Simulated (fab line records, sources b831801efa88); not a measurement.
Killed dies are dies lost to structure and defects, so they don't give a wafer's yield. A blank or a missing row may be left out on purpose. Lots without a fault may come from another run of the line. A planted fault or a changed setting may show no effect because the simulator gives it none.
Which tool did it? | flow sky130 | 6 lots, 18 wafers sampled, at 1 step of a route of 708

WHAT THE GAUGES READ, wafer by wafer
SKY_VIA3_BOW_MEAS_03.
lot  | measured     | on            | VIA3_BOW (um)
L711 | day 39 14:53 | film_metro-04 | 75 77 75
L715 | day 40 04:00 | film_metro-04 | 67 80 86
L719 | day 41 09:09 | film_metro-04 | 68 85 91
L723 | day 42 09:17 | film_metro-03 | 78 82 89
L727 | day 43 08:58 | film_metro-01 | 71 71 82
L732 | day 44 17:34 | film_metro-01 | 82 75 79

WHICH TOOL RAN EACH LOT (tool, then ch and the chambers of the sampled wafers, then the start)
The record holds no process step before these readings.

THE ANSWER, worked out from the rows above alone
Rule: what is usual is taken from the lots themselves. Put in order of their means at a reading, lots are off if they are a third of the lots or fewer, leave a main group of 4 or more, and stand apart from it by a gap of 3 or more times the standard deviation of the main group's means; of several such gaps the widest counts. A main group whose means are all the same, to the digits that the tables above print for the reading, isn't used. A lot without any number at a reading at which 4 lots or more have one is off too. The other lots that the step has rows for count as sound.
No lot is off at any reading shown: from this, nothing can be told.

WHAT THE SIMULATOR HAD PUT IN
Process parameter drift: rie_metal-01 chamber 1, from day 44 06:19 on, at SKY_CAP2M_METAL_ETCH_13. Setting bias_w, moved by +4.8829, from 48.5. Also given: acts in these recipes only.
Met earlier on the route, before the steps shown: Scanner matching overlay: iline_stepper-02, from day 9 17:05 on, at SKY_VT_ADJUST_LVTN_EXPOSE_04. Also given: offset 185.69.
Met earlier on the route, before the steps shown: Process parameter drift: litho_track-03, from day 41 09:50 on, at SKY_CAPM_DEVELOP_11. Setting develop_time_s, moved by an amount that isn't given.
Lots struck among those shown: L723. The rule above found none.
